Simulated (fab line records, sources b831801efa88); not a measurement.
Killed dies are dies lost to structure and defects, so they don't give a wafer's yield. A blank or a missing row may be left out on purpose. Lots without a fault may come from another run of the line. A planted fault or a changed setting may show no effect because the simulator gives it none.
Problem report in the 8D (eight disciplines) form, filled by code | flow sky130 | the parts of the form that need people (team, actions taken, sign-off) are left out

1. THE PROBLEM
VIA4_HDPCVD_THK at SKY_VIA4_THK_MEAS_01 reads a mean of 2308 nm on 4 wafers of 2 lots; wafers without a fault read 1743 nm with a standard deviation of 20. That is +28 standard deviations from the usual mean.
First seen on wafer L861.3, day 43 00:31, on film_metro-01. The record holds 35 wafers of 12 lots with a number at this step. Rule for "out", or "out of limits": more than 4 standard deviations from the usual mean. The other wafers with a number count as sound.

2. WHAT IT IS AND WHAT IT IS NOT
question                    | is                             | is not
which readings at this step | VIA4_HDPCVD_THK                | -
which lots                  | L861, L863                     | L857, L858, L859, L872, L874, L875, L876, L877, L879, L880
which wafers of those lots  | L861.3, L861.4, L863.3, L863.4 | L861.1
read on which gauges        | film_metro-01                  | film_metro-02, film_metro-04
when                        | from day 43 00:31              | up to then (10 sound wafers); but 21 sound wafers of L872, L874, L875, L876, L877, L879, L880 came after

3. SUSPECTS, AND WHAT RULES EACH OUT
Counting: a tool at a process step up to the reading stays a suspect if it ran every lot that is out. Sound lots after the first of them don't rule it out here, since some wafers of a struck lot are sound.
- the gauge at SKY_VIA4_THK_MEAS_01: kept. All the wafers that are out were read on film_metro-01, and no step on other tools shows them out.
- hdpcvd-02 at SKY_VIA4_HDPCVD_00 (deposits SiO2, target thk 1750 nm, time 291.7 s): kept. It ran every lot that is out, first L861 (day 43 00:20); its last sound lot up to then is L859 (day 42 15:49).
Left after counting: hdpcvd-02 at SKY_VIA4_HDPCVD_00, film_metro-01 at SKY_VIA4_THK_MEAS_01.

4. THE CAUSE (what the simulator had put in)
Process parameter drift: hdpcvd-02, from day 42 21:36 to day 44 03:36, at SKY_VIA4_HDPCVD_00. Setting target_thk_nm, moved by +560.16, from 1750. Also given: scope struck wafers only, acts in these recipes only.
Counting left 2 suspects, and this tool is among them.

5. THE CHAIN OF EFFECTS, in route order
Each row: a reading whose mean over the struck wafers that have a number lies more than 3 standard deviations from the usual. Only readings for which the record gives a usual standard deviation are gone through. hours: the time from each lot's start at the first step in this table that gives one to its start at this step, as a median over the lots. sigmas: the change in usual standard deviations.
hours | step                 | reading         | usual   | on struck wafers | change | sigmas
0     | SKY_VIA4_THK_MEAS_01 | VIA4_HDPCVD_THK | 1743 nm | 2308             | +565   | +28

6. WHAT WOULD HAVE CAUGHT IT SOONER
In this record the first reading out of limits at a measuring or inspecting step was taken at day 43 00:31, 3 hours after the fault began at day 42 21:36.
Of the lots that are out (2), L863 began SKY_VIA4_HDPCVD_00 on hdpcvd-02 after day 43 00:31. A hold on the tool at that time would have spared it.
